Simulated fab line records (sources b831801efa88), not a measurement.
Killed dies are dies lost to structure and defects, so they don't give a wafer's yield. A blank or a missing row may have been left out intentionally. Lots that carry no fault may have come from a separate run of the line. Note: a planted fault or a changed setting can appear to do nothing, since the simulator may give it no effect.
fab line records	flow gf180mcu
record lots=5	wafers=15	last-day=33
route steps=602 shown M4@466 V4@476
lots that met no fault: taken from a fault-free run of the same line
start-h: hours from the record's first day to the start of the lot's first wafer shown	wait-h: hours elapsed since this lot's preceding step	" unchanged from the row above	L1.1+2: a single row standing in for several wafers	- no value, or no start given	* or withheld: withheld	< > ~ a bound
route shown NAME@n: names a module that has steps shown in the file, with the first one's number in the route	usual: mean/standard deviation taken from wafers without a fault	same: alike in all rows	chamber/n: place in a boat	sites: the reading at each site	_std_site: the standard deviation of these	_edge_site: inner sites' mean taken away from outer sites' mean	radius-mm: how far each site lies from the wafer's centre	mask NAME#n: copy n	behind: the tool/chamber that last shaped the wafer	hold: why the lot went on hold/how many hours it stayed there/how the hold came to an end	device: which transistor (n, p or np) failed to switch	end of line: tests of these same wafers at the route's end	step lacking rows: just its recipe	killed: at the first sort, the dies lost to defects and structure; wafer yield is something else	map: dies across one wafer; x = killed, . = not, _ = none there
set.NAME: the setting the step ran with; set.NAME@STEP: the setting that earlier step ran with	model.NAME: the simulator's own value behind a step, which no gauge read
certain route steps with their lots: each step a table, each wafer a row
services: when a tool's chamber went out of use (start-h, in hours from the record's first day, below 0 if earlier), for how many hours, and the reason
## steps
# step GF_M4_SOFTBAKE_10
# recipe temp-c=130	time-s=60	resist=KrF
# step GF_M4_EXPOSE_11
# recipe mask-id=Metal4	target-cd-nm=280	na=0.68	source-shape=conventional	sigma-outer=0.6	dose-mj=28
# step GF_M4_PEB_12
# recipe peb-temp-c=135	peb-time-s=90	resist=KrF
# step GF_M4_DEVELOP_13
# recipe develop-time-s=60	dev-temp-c=21
# step GF_M4_CD_MEAS_14
# recipe target-cd-nm=280
# usual cd-nm=280.4/1.3
lot.wafer	tool	chamber	start-h	wait-h	cd-nm
L210.2	cd-sem-02	-	555.38	0.1	278.4
L210.4	"	-	"	"	278.9
L210.5	"	-	"	"	279.0
L211.2	cd-sem-02	-	558.64	0.1	281.1
L211.3	"	-	"	"	282.1
L211.4	"	-	"	"	281.4
L217.2	cd-sem-01	-	614.13	0.1	281.2
L217.3	"	-	"	"	281.9
L217.5	"	-	"	"	281.3
L221.3	cd-sem-01	-	648.82	0.1	280.1
L221.4	"	-	"	"	281.2
L221.5	"	-	"	"	281.6
L227.1	cd-sem-01	-	693.31	0.1	280.2
L227.3	"	-	"	"	282.4
L227.4	"	-	"	"	281.9
# step GF_M4_OVL_MEAS_15
# usual M4_OVL=3/6.2
lot.wafer	tool	chamber	start-h	wait-h	M4_OVL[nm]
L210.2	overlay-02	-	555.49	0.1	-7
L210.4	"	-	"	"	-9
L210.5	"	-	"	"	-3
L211.2	overlay-02	-	558.74	0.1	-2
L211.3	"	-	"	"	9
L211.4	"	-	"	"	-1
L217.2	overlay-01	-	614.24	0.1	-7
L217.3	"	-	"	"	2
L217.5	"	-	"	"	7
L221.3	overlay-01	-	648.91	0.1	6
L221.4	"	-	"	"	11
L221.5	"	-	"	"	4
L227.1	overlay-02	-	693.43	0.1	-5
L227.3	"	-	"	"	-4
L227.4	"	-	"	"	4
# step GF_M4_METAL_ETCH_16
# recipe chemistry=Cl2/BCl3	mask-material=KrF	target-depth-nm=750.8	stop-on=SiO2	pressure-mtorr=8	icp-w=800	bias-w=140	Cl2_flow_sccm=80	bcl3-flow-sccm=40	time-s=125.1
# usual drypump-motor-current-A=5.63/0.25	oes-product-au=0.989/0.0062	throttle-valve-pct=28.230/0.01
lot.wafer	tool	chamber	start-h	wait-h	drypump-motor-current-A	oes-product-au	rf-hours-counter-h	throttle-valve-pct
L210.2	rie-metal-04	1	555.52	0.0	5.22	0.993	6	28.212
L210.4	"	0	"	"	5.47	0.989	-	28.241
L210.5	"	0	"	"	5.47	0.990	-	28.226
L211.2	rie-metal-02	0	558.81	0.1	5.86	0.984	-	28.229
L211.3	"	0	"	"	5.85	0.986	-	28.225
L211.4	"	0	"	"	5.85	0.985	-	28.221
L217.2	rie-metal-02	0	614.27	0.0	5.85	0.985	6	28.245
L217.3	"	0	"	"	5.89	0.975	-	28.256
L217.5	"	1	"	"	5.95	0.999	-	28.236
L221.3	rie-metal-01	1	648.97	0.1	5.53	0.993	-	28.228
L221.4	"	0	"	"	5.55	0.982	-	28.240
L221.5	"	1	"	"	5.54	0.992	-	28.216
L227.1	rie-metal-04	0	693.47	0.0	5.45	0.989	13	28.215
L227.3	"	1	"	"	5.23	0.984	-	28.225
L227.4	"	0	"	"	5.47	0.990	-	28.203
# step GF_M4_STRIP_17
# recipe chemistry=O2/N2	power-w=1400	pressure-mtorr=1500	platen-temp-c=250	o2-flow-sccm=3000	n2-flow-sccm=300	overash-fraction=0.5
# usual drypump-motor-current-A=5.7/0.58	heater-power-w=317/58	oes-product-au=0.537/0.0049	strip-time-to-endpoint-s=7.38/0.045
lot.wafer	tool	chamber	start-h	wait-h	drypump-motor-current-A	heater-power-w	oes-product-au	rf-hours-counter-h	strip-time-to-endpoint-s
L210.2	plasma-asher-03	0	555.65	0.1	6.0	443	0.534	97	7.41
L210.4	"	1	"	"	6.5	338	0.533	-	7.37
L210.5	"	0	"	"	6.0	458	0.535	-	7.40
L211.2	plasma-asher-03	0	559.03	0.2	5.9	456	0.539	97	7.41
L211.3	"	0	"	"	6.0	443	0.547	-	7.40
L211.4	"	1	"	"	6.5	330	0.538	-	7.39
L217.2	plasma-asher-04	1	614.40	0.1	5.3	286	0.537	77	7.46
L217.3	"	0	"	"	6.5	303	0.537	-	7.51
L217.5	"	1	"	"	5.4	289	0.538	-	7.45
L221.3	plasma-asher-04	1	649.09	0.1	5.3	289	0.532	-	7.35
L221.4	"	0	"	"	6.5	300	0.531	-	7.42
L221.5	"	0	"	"	6.5	297	0.529	-	7.32
L227.1	plasma-asher-01	1	693.60	0.1	4.9	289	0.532	27	7.33
L227.3	"	1	"	"	4.9	292	0.542	-	7.36
L227.4	"	0	"	"	5.6	269	0.538	-	7.33
# step GF_M4_STRIP_18
# recipe chemistry=post-etch-residue-remover	time-s=1200	temp-c=72.5
# step GF_M4_CLEAN_19
# recipe chemistry=DIW	dry=n2-spin
# step GF_V4_CVD_00
# recipe material=SiO2	target-thk-nm=600	sigma-open-frac=0.3	temp-c=400	time-s=100	sih4-flow-sccm=60	pressure-mtorr=6
# step GF_V4_THK_MEAS_01
# recipe reads=SiO2_of_V4_CVD_00
# usual V4_CVD_00_THK=600/6
lot.wafer	tool	chamber	start-h	wait-h	V4_CVD_00_THK[nm]
L210.2	film-metro-02	-	556.30	0.0	609
L210.4	"	-	"	"	614
L210.5	"	-	"	"	613
L211.2	film-metro-04	-	559.69	0.0	600
L211.3	"	-	"	"	594
L211.4	"	-	"	"	595
L217.2	film-metro-03	-	615.02	0.0	599
L217.3	"	-	"	"	600
L217.5	"	-	"	"	605
L221.3	film-metro-02	-	649.69	0.1	602
L221.4	"	-	"	"	600
L221.5	"	-	"	"	599
L227.1	film-metro-02	-	694.21	0.0	600
L227.3	"	-	"	"	599
L227.4	"	-	"	"	600
# step GF_V4_CVD_02
# recipe material=SiO2	target-thk-nm=850	precursor=TEOS	temp-c=400	time-s=94.851	rf-w=600
# usual heater-power-w=734/110
lot.wafer	tool	chamber	start-h	wait-h	heater-power-w	model.SiO2_of_V4_CVD_02.thk-nm
L210.2	pecvd-03	0	556.35	0.0	690	849.9
L210.4	"	1	"	"	948	865.3
L210.5	"	0	"	"	771	867.9
L211.2	pecvd-04	1	559.74	0.0	765	829.8
L211.3	"	0	"	"	641	814.5
L211.4	"	1	"	"	788	849
L217.2	pecvd-03	2	615.07	0.0	739	842.9
L217.3	"	0	"	"	726	1195
L217.5	"	1	"	"	985	854
L221.3	pecvd-04	0	649.73	0.0	740	845.5
L221.4	"	0	"	"	603	862.1
L221.5	"	2	"	"	672	860.3
L227.1	pecvd-02	2	694.27	0.1	662	839.1
L227.3	"	0	"	"	551	842.2
L227.4	"	1	"	"	822	847.6
# step GF_V4_THK_MEAS_03
# recipe reads=SiO2_of_V4_CVD_02
# usual V4_CVD_02_THK=850/10
lot.wafer	tool	chamber	start-h	wait-h	V4_CVD_02_THK[nm]
L210.2	film-metro-03	-	556.43	0.0	850
L210.4	"	-	"	"	866
L210.5	"	-	"	"	868
L211.2	film-metro-02	-	559.81	0.0	830
L211.3	"	-	"	"	815
L211.4	"	-	"	"	849
L217.2	film-metro-04	-	615.15	0.0	844
L217.3	"	-	"	"	1195
L217.5	"	-	"	"	854
L221.3	film-metro-02	-	649.82	0.1	845
L221.4	"	-	"	"	862
L221.5	"	-	"	"	860
L227.1	film-metro-04	-	694.33	0.0	839
L227.3	"	-	"	"	842
L227.4	"	-	"	"	846
# step GF_V4_CMP_04
# recipe material=SiO2	down-force-psi=4	platen-rpm=60	pad-velocity-m-s=0.94248
# usual motor-current-A=11.7/1.4	retaining-ring-pressure-frac=1.000/0.0052	time-to-endpoint-s=82/5.2
lot.wafer	tool	chamber	start-h	wait-h	motor-current-A	retaining-ring-pressure-frac	time-to-endpoint-s
L210.2	cmp-02	0	556.58	0.1	12.6	0.991	79
L210.4	"	1	"	"	8.9	1.011	86
L210.5	"	2	"	"	10.2	0.993	85
L211.3	cmp-02	3	559.86	0.0	10.4	0.995	70
L211.4	"	0	"	"	12.4	1.004	81
L211.2	"	2	"	"	11.1	1.004	79
L217.2	cmp-01	0	615.25	0.1	11.7	0.996	79
L217.3	"	2	"	"	12.6	1.003	218
L217.5	"	0	"	"	11.4	0.994	83
L221.4	cmp-01	1	649.91	0.1	11.9	0.999	90
L221.3	"	2	"	"	13.5	1.006	83
L221.5	"	1	"	"	12.1	1.004	90
L227.3	cmp-01	0	694.39	0.0	11.2	0.996	81
L227.4	"	1	"	"	12.5	0.992	85
L227.1	"	2	"	"	12.9	0.991	82
# step GF_V4_BOW_MEAS_05
# recipe mode=bow
# usual V4_BOW=136/8.3
lot.wafer	tool	chamber	start-h	wait-h	V4_BOW[um]
L210.2	film-metro-03	-	556.80	0.2	126
L210.4	"	-	"	"	126
L210.5	"	-	"	"	126
L211.2	film-metro-03	-	560.18	0.1	116
L211.3	"	-	"	"	148
L211.4	"	-	"	"	136
L217.2	film-metro-03	-	615.52	0.2	116
L217.3	"	-	"	"	126
L217.5	"	-	"	"	132
L221.3	film-metro-02	-	650.20	0.2	151
L221.4	"	-	"	"	147
L221.5	"	-	"	"	145
L227.1	film-metro-03	-	694.69	0.1	139
L227.3	"	-	"	"	138
L227.4	"	-	"	"	139
## services
tool	chamber	start-h	hours	kind
pecvd-04	2	535.85	3.2	repair
plasma-asher-04	-	535.88	11.1	repair
cmp-02	-	538.98	1.6	repair
cmp-01	-	540.60	4.4	pm
rie-metal-02	-	541.78	2.8	pm
rie-metal-04	-	549.42	0.5	repair
rie-metal-04	-	568.94	1.1	repair
cmp-02	-	572.25	4.0	pm
rie-metal-04	-	578.03	14.8	repair
pecvd-04	-	582.04	1.8	repair
cmp-02	-	590.29	1.5	repair
pecvd-04	-	591.12	14.0	pm
rie-metal-04	-	592.79	14.6	pm
cmp-01	-	597.85	6.1	pm
plasma-asher-03	-	619.60	0.3	repair
cmp-02	-	620.96	1.1	repair
cmp-01	-	635.94	0.5	repair
pecvd-03	2	637.08	15.2	repair
pecvd-04	-	640.35	1.7	repair
cmp-02	-	655.86	0.8	repair
rie-metal-02	1	667.17	4.8	repair
plasma-asher-04	-	674.04	7.8	repair
rie-metal-04	-	678.99	2.1	repair
pecvd-03	-	679.91	1.2	repair
## key
first-sign step=GF_V4_THK_MEAS_03	reading=V4_CVD_02_THK	direction=up	sigmas=33	usual=850	struck=1195
effect step=GF_V4_CMP_04	reading=time-to-endpoint-s	direction=up	sigmas=26	usual=*	struck=*
model-effect step=GF_V4_CVD_02	value=SiO2_of_V4_CVD_02.thk-nm	without=845.6	struck=1195
met-at GF_V4_CVD_02
struck-wafers L217.3
onset-between 556.35 615.07
fault kind=process-parameter-drift	tool=pecvd-03	chamber=-	onset-h=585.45	steps=GF_V4_CVD_02	channel=target-thk-nm	offset=352.35	shape=step	end-h=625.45	scope=struck-wafers-only	acts-in=these-recipes-only	stated=850
